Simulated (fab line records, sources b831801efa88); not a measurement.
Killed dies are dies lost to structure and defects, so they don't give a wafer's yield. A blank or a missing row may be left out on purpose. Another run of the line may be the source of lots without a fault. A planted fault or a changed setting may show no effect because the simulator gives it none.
Chamber matching | flow sky130 | hdpcvd-02 running SKY_LI_CONTACT_HDPCVD_00: 3 sister chambers
The step deposits PSG, target thk 930 nm, time 155 s. 3 wafers are shown with their chamber, then 8 later ones without.

## WAFERS WITH THEIR CHAMBER
wafer  | chamber | susceptorTempC (C)
L441.4 | 2       | 599.75
L449.5 | 1       | 600.13
L450.2 | 0       | 600.50

## WAFERS WHOSE CHAMBER IS MISSING
wafer  | susceptorTempC (C)
L450.5 | 600.15
L450.6 | 600.43
L451.2 | 600.28
L451.3 | 599.94
L451.4 | 599.88
L452.4 | 600.21
L452.5 | 599.82
L452.6 | 600.15

## THE CHAMBER EACH PASSED THROUGH
wafer  | from the rows above     | in truth
L450.5 | 1                       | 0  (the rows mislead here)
L450.6 | 0                       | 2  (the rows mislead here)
L451.2 | can't be placed: 1 or 0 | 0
L451.3 | can't be placed: 1 or 2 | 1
L451.4 | can't be placed: 2 or 1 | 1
L452.4 | can't be placed: 1 or 0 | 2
L452.5 | 2                       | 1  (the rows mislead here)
L452.6 | 1                       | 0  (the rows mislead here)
Correct placement for 0 of the 8. Not placeable from these rows: 4 (in 3, the candidates include the true chamber). Number placed wrongly: 4.
How it was worked out, from the rows above alone: a wafer's distance from a chamber is the root of the sum, over the readings, of the square of ((its reading less the chamber's mean) divided by the reading's scatter). If the next closest chamber is less than 2 further off than the closest, the wafer can't be placed; otherwise it belongs to the closest. A chamber's mean is the mean of its shown wafers. The scatter: root of mean squared gap, hidden wafer to nearest shown wafer, with one shown wafer a chamber.
